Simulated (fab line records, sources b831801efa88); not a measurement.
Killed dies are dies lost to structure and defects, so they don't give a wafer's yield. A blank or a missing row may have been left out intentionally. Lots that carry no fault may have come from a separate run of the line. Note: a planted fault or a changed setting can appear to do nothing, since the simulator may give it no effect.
Which tool was responsible? :: flow gf180mcu :: route of 602 steps, sampled at 1 step: 6 lots, 18 wafers

== WHAT THE GAUGES SHOWED, per wafer ==
GF_STI_THK_MEAS_24.
lot: L219
measured: day 2 08:19
on: film metro-01
STI_CVD_23_THK (nm): 658 641 652

lot: L222
measured: day 3 02:29
on: film metro-03
STI_CVD_23_THK (nm): 641 660 659

lot: L224
measured: day 3 11:17
on: film metro-02
STI_CVD_23_THK (nm): 652 659 666

lot: L228
measured: day 4 07:39
on: film metro-01
STI_CVD_23_THK (nm): 638 654 651

lot: L232
measured: day 5 03:17
on: film metro-01
STI_CVD_23_THK (nm): 640 651 662

lot: L237
measured: day 6 04:49
on: film metro-01
STI_CVD_23_THK (nm): 660 667 652

== TOOL THAT RAN EACH LOT (tool first, then ch and the chambers of the sampled wafers, then the start) ==
The record holds no process step before these readings.

== THE ANSWER, worked out from the rows above alone ==
Rule: what is usual is taken from the lots themselves. The widest of any qualifying gaps counts: lots, ordered by their means at a reading, are off when they make up no more than a third of the lots, leave a main group of 4 or more, and stand apart from it by 3 or more times the standard deviation of that group's means. The tables above print the reading to a certain number of digits; a main group whose means all agree to those digits is not used. Also off: a lot with no number at a reading for which 4 or more lots have one. Where the step has rows for the other lots, those lots are counted as sound.
Nothing can be told from this: no lot is off at any reading shown.

== WHAT THE SIMULATOR HAD INSERTED ==
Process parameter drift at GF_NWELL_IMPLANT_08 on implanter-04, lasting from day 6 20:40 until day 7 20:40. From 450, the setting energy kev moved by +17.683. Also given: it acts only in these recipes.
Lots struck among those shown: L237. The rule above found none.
